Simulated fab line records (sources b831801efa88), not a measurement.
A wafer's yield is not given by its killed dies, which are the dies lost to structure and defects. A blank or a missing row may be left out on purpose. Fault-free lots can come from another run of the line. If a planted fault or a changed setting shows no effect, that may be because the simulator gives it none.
The tool behind it: which one? / flow sky130 / Sampling: 6 lots, 18 wafers, 3 of 708 route steps

WHAT THE GAUGES READ, wafer by wafer
SKY_SD_N_RS_MEAS_17: uses a four-point probe to measure.
lot=L269; measured=day 29 01:02; on=film-metro-04; SD_P_RS (ohm/sq)=147.1 147.0 146.4
lot=L273; measured=day 30 13:24; on=film-metro-04; SD_P_RS (ohm/sq)=147.1 147.1 146.2
lot=L275; measured=day 31 01:53; on=film-metro-02; SD_P_RS (ohm/sq)=147.5 147.3 147.0
lot=L277; measured=day 32 02:25; on=film-metro-02; SD_P_RS (ohm/sq)=147.1 146.8 147.4
lot=L289; measured=day 35 17:40; on=film-metro-04; SD_P_RS (ohm/sq)=147.0 146.5 147.2
lot=L290; measured=day 36 01:43; on=film-metro-04; SD_P_RS (ohm/sq)=146.2 146.8 147.1

TOOL THAT RAN EACH LOT (tool first, then ch and the chambers of the sampled wafers, then the start)
lot=L269; SKY_POLY_CUT_ETCH_10=rie-diel-03 ch 1,2, day 25 07:41; SKY_SD_P_IMPLANT_09=implanter-04 ch 0, day 26 13:37
lot=L273; SKY_POLY_CUT_ETCH_10=rie-diel-02 ch 1,2, day 26 20:43; SKY_SD_P_IMPLANT_09=implanter-01 ch 0, day 28 02:07
lot=L275; SKY_POLY_CUT_ETCH_10=rie-diel-02 ch 1,2, day 27 10:08; SKY_SD_P_IMPLANT_09=implanter-04 ch 0, day 28 16:00
lot=L277; SKY_POLY_CUT_ETCH_10=rie-diel-01 ch 0,1, day 28 13:22; SKY_SD_P_IMPLANT_09=implanter-01 ch 0, day 29 17:56
lot=L289; SKY_POLY_CUT_ETCH_10=rie-diel-02 ch 0,1,3, day 32 10:10; SKY_SD_P_IMPLANT_09=implanter-02 ch 0, day 33 12:53
lot=L290; SKY_POLY_CUT_ETCH_10=rie-diel-03 ch 1,2, day 32 16:09; SKY_SD_P_IMPLANT_09=implanter-04 ch 0, day 33 19:28
- SKY_POLY_CUT_ETCH_10: etches BARC in N2/H2, stops on SiO2, time 45.9 s, target depth 60 nm.
- SKY_SD_P_IMPLANT_09

THE ANSWER, worked out from the rows above alone
Rule: usual is defined by the lots themselves. The widest of any qualifying gaps counts: lots, ordered by their means at a reading, are off when they make up no more than a third of the lots, leave a main group of 4 or more, and stand apart from it by 3 or more times the standard deviation of that group's means. A main group whose means are all the same, to the digits that the tables above print for the reading, isn't used. Also off: a lot with no number at a reading for which 4 or more lots have one. The other lots that the step has rows for count as sound.
None of the lots is off at any reading shown; this tells nothing.

WHAT THE SIMULATOR HAD INSERTED
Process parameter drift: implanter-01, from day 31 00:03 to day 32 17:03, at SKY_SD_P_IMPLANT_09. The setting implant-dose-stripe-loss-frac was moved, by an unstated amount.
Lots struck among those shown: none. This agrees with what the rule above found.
